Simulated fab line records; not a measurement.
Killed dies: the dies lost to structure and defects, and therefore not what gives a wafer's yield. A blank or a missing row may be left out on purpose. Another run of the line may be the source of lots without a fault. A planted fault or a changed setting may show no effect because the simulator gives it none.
2 desks, one fault + flow sky130 + only its own numbers are on each desk; what lay behind them is given at the end

== THE METROLOGY DESK ==
Lot by lot, what the gauges showed, no matter which tool ran the lot: averages of those sampled wafers that carry a number. A lot is out of limits, marked OUT, if its mean lies more than 4 standard deviations from the usual mean; the brackets give that distance. 7 of its 8 readings are shown, namely those furthest out on some lot.
Columns: A = cd-nm at SKY_METAL2_CD_MEAS_15, usual 139.6 nm; B = METAL2_OVL at SKY_METAL2_OVL_MEAS_16, usual -1 nm; C = VIA2_HDPCVD_THK at SKY_VIA2_THK_MEAS_01, usual 1178 nm; D = cd-nm at SKY_VIA2_CD_MEAS_12, usual 200.4 nm; E = VIA2_OVL at SKY_VIA2_OVL_MEAS_13, usual -4 nm; F = VIA2_W_RS at SKY_VIA2_RS_MEAS_22, usual 0.271 ohm/sq; G = VIA2_W_THK at SKY_VIA2_THK_MEAS_23, usual 414 nm
| lot  | first seen here | A     | B  | C    | D     | E  | F     | G   |
|------|-----------------|-------|----|------|-------|----|-------|-----|
| L307 | day 36 19:37    | 138.3 | 8  | 1201 | 200.9 | 5  | 0.272 | 413 |
| L311 | day 37 14:23    | 139.3 | -9 | 1169 | 197.7 | -3 | 0.272 | 412 |
| L315 | day 38 18:46    | 140.6 | 1  | 1160 | 201.7 | -3 | 0.271 | 420 |
| L319 | day 39 22:32    | 137.3 | 8  | 1178 | 201.8 | -5 | 0.278 | 407 |
| L321 | day 40 10:30    | 138.8 | 6  | 1173 | 198.7 | -7 | 0.271 | 416 |
| L322 | day 40 18:21    | 140.9 | -3 | 1179 | 198.8 | -1 | 0.274 | 413 |
This desk's verdict: no lot among the 6 shows anything out of limits.

== FOR THE TOOL OWNER'S DESK: plasma-asher-02 ==
The tool's own readings at SKY_METAL2_STRIP_20 (strips in O2/N2): means of the sampled wafers that have a number, for each lot that ran on this tool. A lot is out of limits, marked OUT, if its mean lies more than 4 standard deviations from the usual mean; the brackets give that distance.
Columns: A = drypump-motor-current-A at SKY_METAL2_STRIP_20, usual 5.6 A; B = oes-product-au at SKY_METAL2_STRIP_20, usual 0.344 a.u.; C = strip-time-to-endpoint-s at SKY_METAL2_STRIP_20, usual 2.73 s
| lot  | first seen here | A   | B     | C    |
|------|-----------------|-----|-------|------|
| L307 | day 36 19:57    | 5.9 | 0.344 | 2.68 |
| L319 | day 39 22:53    | 5.8 | 0.347 | 2.72 |
| L322 | day 40 18:41    | 5.8 | 0.341 | 2.70 |
This desk's verdict: no lot among the 3 shows anything out of limits.

== ALL TOGETHER ==
The metrology desk saw nothing out of limits.
The desk of the tool owner found nothing out of limits.

== WHAT THE SIMULATOR HAD PUT IN ==
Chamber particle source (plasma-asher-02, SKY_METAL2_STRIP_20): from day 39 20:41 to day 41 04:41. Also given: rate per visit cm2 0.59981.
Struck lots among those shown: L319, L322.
